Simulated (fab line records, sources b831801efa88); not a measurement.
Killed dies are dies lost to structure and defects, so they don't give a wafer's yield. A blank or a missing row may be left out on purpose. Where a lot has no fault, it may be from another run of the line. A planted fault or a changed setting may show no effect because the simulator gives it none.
fab line records	flow gf180mcu
[record] lots = 24	wafers = 72	lastDay = 34
route steps=602 shown SAB@274 M1@318 V1@361 V3@430 MIM@505 PASSIVATION@587
lots that met no fault: from a run of the same line without faults
startH: hours from the record's first day to the start of the lot's first wafer shown	waitH: hours since the lot's step before	" same as the row above	L1.1+2: several wafers, shown together as one row	- no value present, or no start provided	* or withheld: withheld	< > ~ a bound
route shown NAME@n: NAME is a module with steps in the file, n the number in the route of the first one	usual: mean/standard deviation of fault-free wafers	same: alike in all rows	chamber/n: place in a boat	sites: per-site readings	_std_site: the values' standard deviation	_edge_site: outer sites' mean less inner sites'	radiusMm: how far each site lies from the wafer's centre	mask NAME#n: copy n	behind: the last tool/chamber to shape the wafer	hold: why the lot went on hold/how many hours it stayed there/how the hold came to an end	device: the n, p or np transistor that did not switch	end of line: the tests these same wafers got at the end of their route	a step given without rows: its recipe and nothing more	killed: the dies lost at the first sort to structure and to defects; this is not the yield of the wafer	map: dies across one wafer; x = killed, . = not, _ = none there
set.NAME: the setting that was run; set.NAME@STEP: the one run at that earlier step	model.NAME: the simulator's own value behind a step, which no gauge read
the route's steps for a sample of lots (tables are steps, rows are wafers)
services: when a tool's chamber went out of use (startH, in hours from the record's first day, below 0 if earlier), for how many hours, and the reason
[[steps]]
[step GF_SAB_OVL_MEAS_10]
[usual] SAB_OVL = 0.7/1.4
lot.wafer	tool	chamber	startH	waitH	SAB_OVL[nm]
L074.1	overlay-01	-	333.39	0.1	0.8
L074.4	"	-	"	"	0.2
L074.6	"	-	"	"	0.9
L075.3	overlay-01	-	342.95	0.1	0.1
L075.4	"	-	"	"	-2.2
L075.5	"	-	"	"	-0.4
L076.3	overlay-01	-	352.90	0.1	2.3
L076.4	"	-	"	"	0.9
L076.5	"	-	"	"	1.0
L077.1	overlay-01	-	364.99	0.1	2.7
L077.3	"	-	"	"	1.1
L077.6	"	-	"	"	0.4
L078.2	overlay-01	-	374.10	0.1	2.0
L078.3	"	-	"	"	3.6
L078.6	"	-	"	"	3.0
L079.2	overlay-01	-	389.14	0.1	3.5
L079.3	"	-	"	"	3.3
L079.6	"	-	"	"	1.7
L080.1	overlay-02	-	397.54	0.1	-0.1
L080.2	"	-	"	"	1.4
L080.5	"	-	"	"	2.5
L081.3	overlay-02	-	405.05	0.1	1.1
L081.4	"	-	"	"	1.0
L081.5	"	-	"	"	1.2
L082.2	overlay-01	-	421.45	0.1	2.7
L082.3	"	-	"	"	3.4
L082.4	"	-	"	"	4.6
L083.2	overlay-02	-	429.75	0.1	0.4
L083.4	"	-	"	"	-1.2
L083.5	"	-	"	"	1.4
L084.2	overlay-01	-	430.99	0.1	-0.1
L084.3	"	-	"	"	-0.9
L084.5	"	-	"	"	-0.8
L085.1	overlay-01	-	435.54	0.1	-3.0
L085.2	"	-	"	"	-1.0
L085.6	"	-	"	"	-0.4
L086.3	overlay-02	-	443.98	0.1	0.4
L086.5	"	-	"	"	0.0
L086.6	"	-	"	"	0.1
L087.2	overlay-01	-	453.28	0.1	1.5
L087.3	"	-	"	"	1.0
L087.4	"	-	"	"	2.0
L088.1	overlay-01	-	466.17	0.1	0.6
L088.2	"	-	"	"	0.3
L088.5	"	-	"	"	0.0
L089.1	overlay-02	-	471.33	0.1	-0.2
L089.4	"	-	"	"	0.1
L089.6	"	-	"	"	-0.7
L090.2	overlay-01	-	477.29	0.1	-0.6
L090.3	"	-	"	"	0.4
L090.6	"	-	"	"	-0.3
L091.2	overlay-01	-	484.64	0.1	0.7
L091.3	"	-	"	"	1.3
L091.6	"	-	"	"	0.3
L092.1	overlay-01	-	494.42	0.1	1.7
L092.3	"	-	"	"	1.9
L092.4	"	-	"	"	2.3
L093.1	overlay-01	-	502.78	0.1	-0.4
L093.3	"	-	"	"	-1.7
L093.5	"	-	"	"	-0.2
L094.2	overlay-01	-	508.52	0.1	-0.3
L094.5	"	-	"	"	0.9
L094.6	"	-	"	"	1.9
L095.2	overlay-01	-	525.26	0.1	0.0
L095.4	"	-	"	"	2.6
L095.6	"	-	"	"	1.3
L096.2	overlay-01	-	530.52	0.1	-1.0
L096.4	"	-	"	"	0.2
L096.6	"	-	"	"	-1.3
L097.3	overlay-02	-	535.43	0.1	2.2
L097.5	"	-	"	"	0.9
L097.6	"	-	"	"	1.7
[step GF_M1_SPUTTER_03]
[recipe] material = Ti	targetThkNm = 10	substrateTempC = 300	chamberPressurePa = 0.3	powerW = 3000	timeS = 6.7
[usual] cathodeDcPowerW = 2999.9/0.56	substrateTempC = 299.96/0.19	throttleValvePct = 30.1/0.99
lot.wafer	tool	chamber	startH	waitH	cathodeDcPowerW	substrateTempC	throttleValvePct
L074.1	pvdSputter-01	-	358.16	0.0	2999.3	299.93	29.3
L074.4	"	-	"	"	3000.1	300.25	32.1
L074.6	"	-	"	"	3000.2	299.90	29.1
L075.3	pvdSputter-01	-	367.91	0.0	3000.4	299.89	30.5
L075.4	"	-	"	"	3000.7	300.02	32.0
L075.5	"	-	"	"	3000.3	299.82	29.0
L076.3	pvdSputter-02	-	377.67	0.0	2999.5	299.97	28.0
L076.4	"	-	"	"	2999.7	300.11	31.3
L076.5	"	-	"	"	3000.3	300.05	30.1
L077.1	pvdSputter-01	-	390.78	0.0	3000.2	299.73	30.3
L077.3	"	-	"	"	2999.7	299.80	29.4
L077.6	"	-	"	"	3000.3	299.96	29.1
L078.2	pvdSputter-03	-	400.55	0.0	3000.4	299.71	30.5
L078.3	"	-	"	"	3000.3	299.69	29.9
L078.6	"	-	"	"	3000.0	300.18	30.7
L079.2	pvdSputter-03	-	415.37	0.0	2999.1	300.22	30.2
L079.3	"	-	"	"	2999.7	300.51	29.3
L079.6	"	-	"	"	2999.6	300.02	30.7
L080.1	pvdSputter-01	-	424.86	0.0	2999.3	300.12	31.9
L080.2	"	-	"	"	3000.8	299.86	30.2
L080.5	"	-	"	"	2999.5	299.80	30.3
L081.3	pvdSputter-03	-	432.42	0.0	2999.8	299.81	30.3
L081.4	"	-	"	"	2999.9	300.10	28.9
L081.5	"	-	"	"	3001.2	300.37	30.0
L082.2	pvdSputter-01	-	448.81	0.0	2999.8	300.05	30.6
L082.3	"	-	"	"	3000.2	299.97	29.6
L082.4	"	-	"	"	3000.1	300.11	29.3
L083.2	pvdSputter-01	-	457.51	0.0	3000.0	299.86	31.9
L083.4	"	-	"	"	3000.0	299.64	29.3
L083.5	"	-	"	"	3000.3	300.02	30.3
L084.2	pvdSputter-02	-	457.86	0.0	3000.2	299.53	31.6
L084.3	"	-	"	"	3000.2	300.02	30.5
L084.5	"	-	"	"	2999.7	299.75	30.5
L085.1	pvdSputter-03	-	463.43	0.0	3000.4	300.05	30.6
L085.2	"	-	"	"	3000.2	300.03	29.8
L085.6	"	-	"	"	2998.8	300.10	29.8
L086.3	pvdSputter-02	-	471.03	0.0	3000.5	300.02	31.5
L086.5	"	-	"	"	2999.5	299.96	31.6
L086.6	"	-	"	"	3000.3	299.77	30.4
L087.2	pvdSputter-01	-	480.30	0.0	3000.7	299.89	32.0
L087.3	"	-	"	"	3000.0	299.75	29.3
L087.4	"	-	"	"	2999.8	300.08	30.2
L088.1	pvdSputter-01	-	493.13	0.0	2999.4	300.10	30.4
L088.2	"	-	"	"	2999.6	300.33	29.4
L088.5	"	-	"	"	2999.0	300.03	30.2
L089.1	pvdSputter-01	-	498.57	0.0	3000.1	299.83	32.3
L089.4	"	-	"	"	3000.8	300.12	30.4
L089.6	"	-	"	"	3000.0	299.68	30.1
L090.2	pvdSputter-01	-	504.34	0.0	2999.2	300.05	29.2
L090.3	"	-	"	"	2999.9	299.84	30.4
L090.6	"	-	"	"	2999.9	299.72	31.8
L091.2	pvdSputter-02	-	511.61	0.0	3000.1	299.94	31.3
L091.3	"	-	"	"	3000.0	300.18	30.7
L091.6	"	-	"	"	2999.4	299.66	31.3
L092.1	pvdSputter-02	-	520.82	0.0	2999.5	300.01	28.5
L092.3	"	-	"	"	3000.0	299.88	30.5
L092.4	"	-	"	"	2999.8	299.93	30.5
L093.1	pvdSputter-01	-	530.30	0.0	2999.8	300.10	29.3
L093.3	"	-	"	"	3001.0	300.18	32.1
L093.5	"	-	"	"	3000.6	299.69	30.3
L094.2	pvdSputter-03	-	534.68	0.0	3000.3	299.58	29.1
L094.5	"	-	"	"	2999.9	299.96	29.7
L094.6	"	-	"	"	2999.1	299.69	28.9
L095.2	pvdSputter-03	-	551.14	0.0	2998.9	300.10	29.7
L095.4	"	-	"	"	2999.3	299.71	30.0
L095.6	"	-	"	"	2999.7	299.82	30.6
L096.2	pvdSputter-01	-	555.81	0.0	3000.0	300.12	29.1
L096.4	"	-	"	"	3000.5	300.25	32.1
L096.6	"	-	"	"	2999.2	299.88	29.5
L097.3	pvdSputter-03	-	561.36	0.0	2999.4	300.11	29.0
L097.5	"	-	"	"	2999.6	299.96	30.0
L097.6	"	-	"	"	2999.7	300.27	30.7
[step GF_V1_CMP_26]
[recipe] stopOn = SiO2	downForcePsi = 3.5	platenRpm = 60	tOverpolishS = 15	targetThkNm = 0	padVelocityMS = 0.94248
[usual] headPressurePsi = 3.501/0.0083	motorCurrentA = 11.5/0.73	overpolishRunS = 15.000/0.0092	slurryFilterDpKPa = 13.49/0.15	timeToEndpointS = 85/3.5
lot.wafer	tool	chamber	startH	waitH	headPressurePsi	motorCurrentA	overpolishRunS	slurryFilterDpKPa	timeToEndpointS
L074.4	cmp-01	0	406.59	0.1	3.498	12.3	14.993	13.32	87
L074.1	"	1	"	"	3.506	11.4	14.999	13.69	88
L074.6	"	2	"	"	3.506	10.8	15.007	13.66	87
L075.4	cmp-02	3	416.48	0.0	3.511	11.5	15.016	13.86	81
L075.3	"	0	"	"	3.489	11.0	14.994	13.41	85
L075.5	"	0	"	"	3.482	11.5	15.000	13.70	85
L076.4	cmp-02	2	426.81	0.1	3.511	12.0	15.005	13.51	93
L076.3	"	0	"	"	3.500	11.7	14.997	13.61	88
L076.5	"	1	"	"	3.490	13.1	15.008	13.47	87
L077.1	cmp-01	0	441.67	0.1	3.487	12.6	15.004	13.43	86
L077.3	"	3	"	"	3.506	10.7	14.995	13.62	86
L077.6	"	1	"	"	3.489	12.0	14.990	13.61	86
L078.3	cmp-02	3	451.62	0.0	3.506	11.2	14.983	13.54	86
L078.2	"	0	"	"	3.516	11.3	15.019	13.81	88
L078.6	"	0	"	"	3.509	11.4	15.012	13.25	91
L079.2	cmp-02	3	466.72	0.0	3.502	11.6	14.999	13.60	82
L079.3	"	2	"	"	3.513	11.9	15.000	13.37	85
L079.6	"	0	"	"	3.498	11.7	14.996	13.55	84
L080.2	cmp-02	2	476.29	0.1	3.513	11.7	15.001	13.41	80
L080.1	"	3	"	"	3.500	11.0	14.995	13.56	79
L080.5	"	1	"	"	3.494	12.2	14.977	13.44	82
L081.4	cmp-01	2	483.92	0.1	3.510	11.1	15.011	13.51	81
L081.3	"	3	"	"	3.492	10.2	15.008	13.47	84
L081.5	"	2	"	"	3.517	10.8	14.994	13.64	81
L082.2	cmp-02	3	500.63	0.0	3.503	11.5	14.995	13.54	83
L082.4	"	0	"	"	3.508	11.3	14.985	13.42	84
L082.3	"	2	"	"	3.488	12.0	15.001	13.54	84
L083.4	cmp-02	0	507.37	0.1	3.498	11.1	14.989	13.48	82
L083.2	"	2	"	"	3.501	11.9	15.005	13.80	83
L083.5	"	0	"	"	3.504	11.8	15.013	13.57	81
L084.3	cmp-01	0	508.03	0.0	3.501	11.3	14.992	13.66	82
L084.2	"	1	"	"	3.494	10.8	15.009	13.55	83
L084.5	"	0	"	"	3.503	12.7	14.994	13.41	80
L085.1	cmp-01	3	515.22	0.1	3.502	9.9	15.001	13.36	81
L085.2	"	1	"	"	3.497	11.3	14.997	13.46	82
L085.6	"	2	"	"	3.503	10.8	14.987	13.62	82
L086.3	cmp-02	1	521.43	0.1	3.510	12.3	15.006	13.60	81
L086.5	"	3	"	"	3.505	10.9	14.996	13.63	78
L086.6	"	0	"	"	3.508	11.7	15.020	13.60	81
L087.2	cmp-01	0	530.44	0.2	3.502	11.9	15.003	13.37	86
L087.4	"	1	"	"	3.508	11.5	15.000	13.50	81
L087.3	"	2	"	"	3.506	11.3	15.010	13.39	84
L088.1	cmp-02	1	542.28	0.1	3.500	12.6	14.997	13.39	84
L088.2	"	2	"	"	3.513	12.5	15.000	13.48	86
L088.5	"	0	"	"	3.499	11.6	14.996	13.56	83
L089.1	cmp-01	3	547.81	0.1	3.503	10.3	14.995	13.64	89
L089.4	"	1	"	"	3.498	11.4	14.998	13.45	89
L089.6	"	3	"	"	3.509	10.2	15.003	13.44	91
L090.3	cmp-02	1	554.53	0.0	3.500	12.4	15.018	13.48	91
L090.2	"	3	"	"	3.493	11.0	14.974	13.49	86
L090.6	"	2	"	"	3.503	12.1	14.997	13.59	94
L091.3	cmp-01	3	559.59	0.1	3.498	10.5	15.013	13.17	87
L091.2	"	1	"	"	3.500	10.6	15.006	13.48	85
L091.6	"	3	"	"	3.496	10.3	14.995	13.13	86
L092.3	cmp-02	2	568.51	0.0	3.507	11.4	14.987	13.14	91
L092.1	"	0	"	"	3.507	11.0	15.013	13.65	89
L092.4	"	1	"	"	3.507	12.6	15.004	13.46	90
L093.3	cmp-01	0	578.03	0.0	3.497	12.3	14.997	13.59	85
L093.1	"	1	"	"	3.499	10.3	14.985	13.52	86
L093.5	"	1	"	"	3.486	11.0	15.010	13.30	86
L094.2	cmp-01	3	582.34	0.1	3.474	9.9	15.007	13.28	89
L094.5	"	1	"	"	3.509	11.5	14.997	13.36	87
L094.6	"	2	"	"	3.505	10.6	15.002	13.66	91
L095.2	cmp-02	2	603.11	0.0	3.491	12.6	14.991	13.50	85
L095.4	"	1	"	"	3.512	12.5	15.003	13.38	86
L095.6	"	3	"	"	3.490	12.0	15.009	13.50	81
L096.2	cmp-01	0	603.27	0.0	3.497	11.6	15.001	13.20	84
L096.4	"	3	"	"	3.504	9.8	15.007	13.57	81
L096.6	"	1	"	"	3.503	12.0	15.012	13.25	82
L097.3	cmp-01	2	607.08	0.2	3.501	10.9	14.988	13.82	86
L097.6	"	3	"	"	3.506	10.2	14.996	13.49	82
L097.5	"	0	"	"	3.504	12.1	14.996	13.39	82
[step GF_V3_THK_MEAS_01]
[recipe] reads = SiO2_of_V3_CVD_00
[usual] V3_CVD_00_THK = 603/6.5
lot.wafer	tool	chamber	startH	waitH	V3_CVD_00_THK[nm]
L074.1	filmMetro-03	-	484.14	0.0	596
L074.4	"	-	"	"	592
L074.6	"	-	"	"	603
L075.3	filmMetro-01	-	494.61	0.1	608
L075.4	"	-	"	"	604
L075.5	"	-	"	"	608
L076.3	filmMetro-01	-	502.84	0.1	595
L076.4	"	-	"	"	600
L076.5	"	-	"	"	596
L077.1	filmMetro-04	-	519.21	0.0	601
L077.3	"	-	"	"	600
L077.6	"	-	"	"	600
L078.2	filmMetro-04	-	529.45	0.0	602
L078.3	"	-	"	"	598
L078.6	"	-	"	"	606
L079.2	filmMetro-03	-	540.50	0.0	601
L079.3	"	-	"	"	602
L079.6	"	-	"	"	607
L080.1	filmMetro-04	-	550.88	0.0	604
L080.2	"	-	"	"	606
L080.5	"	-	"	"	610
L081.3	filmMetro-01	-	557.44	0.1	607
L081.4	"	-	"	"	602
L081.5	"	-	"	"	611
L082.2	filmMetro-01	-	575.48	0.0	607
L082.3	"	-	"	"	609
L082.4	"	-	"	"	606
L083.2	filmMetro-04	-	579.24	0.0	596
L083.4	"	-	"	"	598
L083.5	"	-	"	"	597
L084.2	filmMetro-01	-	580.04	0.0	600
L084.3	"	-	"	"	611
L084.5	"	-	"	"	597
L085.1	filmMetro-04	-	585.95	0.0	605
L085.2	"	-	"	"	603
L085.6	"	-	"	"	609
L086.3	filmMetro-03	-	592.70	0.1	602
L086.5	"	-	"	"	602
L086.6	"	-	"	"	599
L087.2	filmMetro-04	-	600.65	0.0	599
L087.3	"	-	"	"	593
L087.4	"	-	"	"	599
L088.1	filmMetro-04	-	610.14	0.0	604
L088.2	"	-	"	"	599
L088.5	"	-	"	"	608
L089.1	filmMetro-01	-	617.88	0.0	603
L089.4	"	-	"	"	601
L089.6	"	-	"	"	608
L090.2	filmMetro-03	-	623.55	0.0	615
L090.3	"	-	"	"	614
L090.6	"	-	"	"	617
L091.2	filmMetro-04	-	627.33	0.0	606
L091.3	"	-	"	"	610
L091.6	"	-	"	"	608
L092.1	filmMetro-01	-	635.12	0.0	607
L092.3	"	-	"	"	607
L092.4	"	-	"	"	604
L093.1	filmMetro-04	-	645.02	0.0	605
L093.3	"	-	"	"	596
L093.5	"	-	"	"	608
L094.2	filmMetro-01	-	649.54	0.0	599
L094.5	"	-	"	"	602
L094.6	"	-	"	"	597
L096.2	filmMetro-01	-	667.43	0.0	592
L096.4	"	-	"	"	589
L096.6	"	-	"	"	585
L095.2	filmMetro-03	-	667.81	0.0	605
L095.4	"	-	"	"	604
L095.6	"	-	"	"	599
L097.3	filmMetro-04	-	670.83	0.1	598
L097.5	"	-	"	"	593
L097.6	"	-	"	"	595
[step GF_MIM_SPUTTER_02]
[recipe] material = AlCu	targetThkNm = 450	powerW = 10600	timeS = 23.9	chamberPressurePa = 0.4
[usual] cathodeDcPowerW = 10600/1.7	throttleValvePct = 30.1/0.98
lot.wafer	tool	chamber	startH	waitH	cathodeDcPowerW	throttleValvePct
L074.1	pvdSputter-03	-	558.43	0.0	10601	28.8
L074.4	"	-	"	"	10599	30.3
L074.6	"	-	"	"	10602	29.9
L075.3	pvdSputter-02	-	568.26	0.0	10599	28.5
L075.4	"	-	"	"	10603	31.4
L075.5	"	-	"	"	10598	31.1
L076.3	pvdSputter-02	-	577.42	0.0	10598	31.3
L076.4	"	-	"	"	10598	30.6
L076.5	"	-	"	"	10602	30.3
L077.1	pvdSputter-03	-	589.21	0.0	10602	30.3
L077.3	"	-	"	"	10602	30.0
L077.6	"	-	"	"	10597	30.0
L078.2	pvdSputter-01	-	600.06	0.0	10600	29.5
L078.3	"	-	"	"	10600	31.6
L078.6	"	-	"	"	10600	29.5
L079.2	pvdSputter-03	-	610.44	0.0	10601	29.8
L079.3	"	-	"	"	10604	30.6
L079.6	"	-	"	"	10600	30.7
L080.1	pvdSputter-01	-	620.74	0.0	10599	31.9
L080.2	"	-	"	"	10598	29.6
L080.5	"	-	"	"	10598	30.1
L081.3	pvdSputter-01	-	626.56	0.0	10604	29.3
L081.4	"	-	"	"	10598	32.0
L081.5	"	-	"	"	10602	29.2
L082.2	pvdSputter-03	-	641.43	0.0	10603	29.6
L082.3	"	-	"	"	10601	30.1
L082.4	"	-	"	"	10601	30.6
L083.2	pvdSputter-02	-	647.77	0.0	10602	30.3
L083.4	"	-	"	"	10600	30.5
L083.5	"	-	"	"	10600	30.5
L084.2	pvdSputter-03	-	648.26	0.0	10599	30.5
L084.3	"	-	"	"	10597	29.1
L084.5	"	-	"	"	10602	30.7
L085.1	pvdSputter-03	-	651.86	0.0	10598	29.0
L085.2	"	-	"	"	10603	29.7
L085.6	"	-	"	"	10599	29.9
L086.3	pvdSputter-02	-	658.14	0.0	10598	30.4
L086.5	"	-	"	"	10599	31.5
L086.6	"	-	"	"	10599	30.6
L087.2	pvdSputter-01	-	667.08	0.0	10600	31.9
L087.3	"	-	"	"	10599	30.2
L087.4	"	-	"	"	10602	29.3
L088.1	pvdSputter-01	-	675.63	0.0	10602	31.8
L088.2	"	-	"	"	10598	30.0
L088.5	"	-	"	"	10599	32.1
L089.1	pvdSputter-01	-	682.52	0.0	10598	29.2
L089.4	"	-	"	"	10600	30.2
L089.6	"	-	"	"	10601	31.9
L090.2	pvdSputter-02	-	686.89	0.0	10600	30.4
L090.3	"	-	"	"	10601	28.0
L090.6	"	-	"	"	10599	28.1
L091.2	pvdSputter-02	-	691.01	0.0	10600	30.4
L091.3	"	-	"	"	10597	28.6
L091.6	"	-	"	"	10603	30.4
L092.1	pvdSputter-02	-	697.61	0.0	10600	30.1
L092.3	"	-	"	"	10602	31.8
L092.4	"	-	"	"	10602	28.1
L093.1	pvdSputter-01	-	707.04	0.0	10597	29.3
L093.3	"	-	"	"	10595	30.1
L093.5	"	-	"	"	10603	29.2
L094.2	pvdSputter-03	-	712.24	0.0	10599	30.3
L094.5	"	-	"	"	10599	29.7
L094.6	"	-	"	"	10600	30.5
L096.2	pvdSputter-02	-	728.57	0.0	10600	30.2
L096.4	"	-	"	"	10600	31.2
L096.6	"	-	"	"	10600	31.5
L095.2	pvdSputter-02	-	729.15	0.0	10603	28.3
L095.4	"	-	"	"	10599	30.3
L095.6	"	-	"	"	10598	30.4
L097.3	pvdSputter-03	-	731.48	0.0	10600	29.1
L097.5	"	-	"	"	10599	29.0
L097.6	"	-	"	"	10601	30.7
[step GF_PASSIVATION_CVD_00]
[recipe] material = SiO2	targetThkNm = 1000	precursor = TEOS	tempC = 400	timeS = 111.95	rfW = 600
[usual] heaterPowerW = 688/130
lot.wafer	tool	chamber	startH	waitH	heaterPowerW
L074.1	pecvd-02	1	647.46	0.0	786
L074.4	"	1	"	"	625
L074.6	"	0	"	"	522
L075.3	pecvd-03	1	654.73	0.0	685
L075.4	"	2	"	"	591
L075.5	"	1	"	"	749
L076.3	pecvd-03	2	662.42	0.0	700
L076.4	"	0	"	"	649
L076.5	"	2	"	"	725
L077.1	pecvd-02	0	673.72	0.0	643
L077.3	"	2	"	"	1070
L077.6	"	1	"	"	612
L078.2	pecvd-03	0	683.15	0.0	597
L078.3	"	2	"	"	693
L078.6	"	0	"	"	643
L079.2	pecvd-03	1	695.79	0.0	754
L079.3	"	2	"	"	684
L079.6	"	1	"	"	628
L080.1	pecvd-02	1	704.70	0.0	752
L080.2	"	0	"	"	672
L080.5	"	0	"	"	538
L081.3	pecvd-02	1	707.49	0.0	622
L081.4	"	1	"	"	710
L081.5	"	2	"	"	883
L082.2	pecvd-04	1	723.32	0.0	551
L082.3	"	2	"	"	686
L082.4	"	1	"	"	592
L083.2	pecvd-04	2	727.15	0.0	733
L083.4	"	2	"	"	596
L083.5	"	1	"	"	620
L084.2	pecvd-03	2	727.42	0.0	742
L084.3	"	1	"	"	757
L084.5	"	2	"	"	594
L085.1	pecvd-03	2	731.35	0.0	633
L085.2	"	1	"	"	714
L085.6	"	0	"	"	603
L086.3	pecvd-04	1	737.07	0.0	622
L086.5	"	1	"	"	498
L086.6	"	2	"	"	728
L087.2	pecvd-03	0	744.52	0.0	608
L087.3	"	1	"	"	699
L087.4	"	2	"	"	598
L088.1	pecvd-02	0	749.98	0.0	651
L088.2	"	1	"	"	786
L088.5	"	1	"	"	633
L089.1	pecvd-03	0	757.60	0.0	526
L089.4	"	2	"	"	714
L089.6	"	0	"	"	578
L090.2	pecvd-04	2	759.42	0.0	708
L090.3	"	0	"	"	619
L090.6	"	0	"	"	505
L091.2	pecvd-02	0	766.42	0.0	658
L091.3	"	1	"	"	671
L091.6	"	1	"	"	725
L092.1	pecvd-04	1	770.77	0.0	541
L092.3	"	2	"	"	713
L092.4	"	2	"	"	590
L093.1	pecvd-03	2	779.53	0.0	723
L093.3	"	1	"	"	643
L093.5	"	1	"	"	727
L094.2	pecvd-03	2	784.48	0.0	748
L094.5	"	2	"	"	599
L094.6	"	0	"	"	647
L096.2	pecvd-04	0	798.41	0.0	565
L096.4	"	0	"	"	598
L096.6	"	2	"	"	678
L095.2	pecvd-02	1	799.26	0.0	717
L095.4	"	0	"	"	660
L095.6	"	2	"	"	888
L097.3	pecvd-03	1	799.42	0.0	779
L097.5	"	0	"	"	651
L097.6	"	2	"	"	705
[[services]]
tool	chamber	startH	hours	kind
cmp-01	-	356.07	2.2	repair
cmp-01	-	392.49	1.1	repair
cmp-02	-	408.11	3.6	repair
pvdSputter-03	-	414.32	0.8	repair
cmp-01	-	425.07	4.0	pm
cmp-02	-	434.70	1.2	repair
pvdSputter-03	-	457.82	5.1	repair
cmp-01	-	469.10	4.6	pm
cmp-01	-	474.09	1.1	repair
pvdSputter-02	-	495.76	2.2	repair
pvdSputter-02	-	527.34	9.0	repair
cmp-01	-	559.92	1.8	repair
cmp-02	-	572.14	4.0	pm
cmp-02	-	599.52	3.0	repair
cmp-01	-	604.98	0.5	repair
pvdSputter-02	-	625.42	4.3	repair
pvdSputter-03	-	633.40	2.4	repair
cmp-02	-	643.51	4.0	pm
cmp-02	-	657.36	1.0	repair
pvdSputter-02	-	663.11	10.1	repair
cmp-01	-	675.88	2.8	repair
cmp-01	-	684.00	3.3	repair
pvdSputter-03	-	697.76	2.2	repair
cmp-01	-	765.15	4.0	pm
[[key]]
fault none
